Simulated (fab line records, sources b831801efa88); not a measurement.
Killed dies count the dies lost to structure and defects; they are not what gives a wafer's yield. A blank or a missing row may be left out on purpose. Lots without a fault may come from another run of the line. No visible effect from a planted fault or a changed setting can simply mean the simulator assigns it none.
Code-filled problem report in 8D (eight disciplines) form -- flow sfq-line -- the parts of the form that need people (team, actions taken, sign-off) are left out

== 1. PROBLEM STATEMENT ==
cd-nm at SFQ_TRILAYER_JJ_CE_METRO_MEASURE_117 reads a mean of 675.9 nm on 6 wafers of 2 lots; wafers without a fault read 700.1 nm with a standard deviation of 1.3. That is -19 standard deviations from the usual mean.
The first sign was on wafer L864.1 at day 67 19:47, on cd-sem-02. The record has a number at this step for 42 wafers belonging to 14 lots. The rule behind "out" and "out of limits": a value lying over 4 standard deviations away from the usual mean. Any other wafer with a number is counted as sound.

== 2. WHAT IT IS, WHAT IT ISN'T ==
question,is,is not
which readings at this step,cd-nm,-
which lots,"L864, L866","L846, L847, L848, L849, L850, L851, L852, L854, L856, L857, L860, L862"
which wafers of those lots,all that have a number,-
read on which tools,cd-sem-02,cd-sem-01
when,from day 67 19:47,up to then (36 sound wafers)

== 3. WHAT RULES OUT EACH SUSPECT ==
Counting: a tool stays on the suspect list if, at a process step up to the reading, it processed all lots that are out and no sound lot following the first of them.
- litho-track-04 at SFQ_TRILAYER_JJ_CE_LITHO_PEB_117 (peb time 60 s): kept. It ran every lot that is out, first L864 (day 67 19:27), and no sound lot after that; its last sound lot up to then is L854 (day 59 16:23).
- cd-sem-02 at SFQ_TRILAYER_JJ_CE_METRO_MEASURE_117: kept. It ran every lot that is out, first L864 (day 67 19:47), and no sound lot after that; its last sound lot up to then is L862 (day 66 19:46). Out on those wafers are its own readings of cd-nm.
After counting, litho-track-04 at SFQ_TRILAYER_JJ_CE_LITHO_PEB_117 and cd-sem-02 at SFQ_TRILAYER_JJ_CE_METRO_MEASURE_117 remain.

== 4. THE CAUSE (what the simulator had put in) ==
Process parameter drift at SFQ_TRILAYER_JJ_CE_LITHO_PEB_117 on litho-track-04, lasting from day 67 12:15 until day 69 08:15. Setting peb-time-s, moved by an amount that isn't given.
2 suspects survive the count, and this tool is in that group.

== 5. THE CHAIN OF EFFECTS, in route order ==
One row per reading whose mean, taken over the struck wafers that have a number, lies over 3 standard deviations from the usual. Only readings for which the record gives a usual standard deviation are gone through. hours: the time from each lot's start at the first step in this table that gives one to its start at this step, as a median over the lots. sigmas: the change in usual standard deviations.
hours,step,reading,usual,on struck wafers,change,sigmas
0,SFQ_TRILAYER_JJ_CE_METRO_MEASURE_117,cd-nm,700.1 nm,675.9,-24.2,-19
It contains these process steps:
- SFQ_TRILAYER_JJ_CE_METRO_MEASURE_117

== 6. WHAT WOULD HAVE CAUGHT IT SOONER ==
8 hours passed between the start of the fault at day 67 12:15 and the first reading out of limits in this record, taken at day 67 19:47.
Of the tool readings at SFQ_TRILAYER_JJ_CE_LITHO_PEB_117 for which the record gives a usual standard deviation, none was out on any struck wafer, so an alarm limit of 4 standard deviations on them would not have fired.
Of the lots that are out (2), L866 began SFQ_TRILAYER_JJ_CE_LITHO_PEB_117 on litho-track-04 after day 67 19:47. Had the tool been put on hold then, it would have been spared.
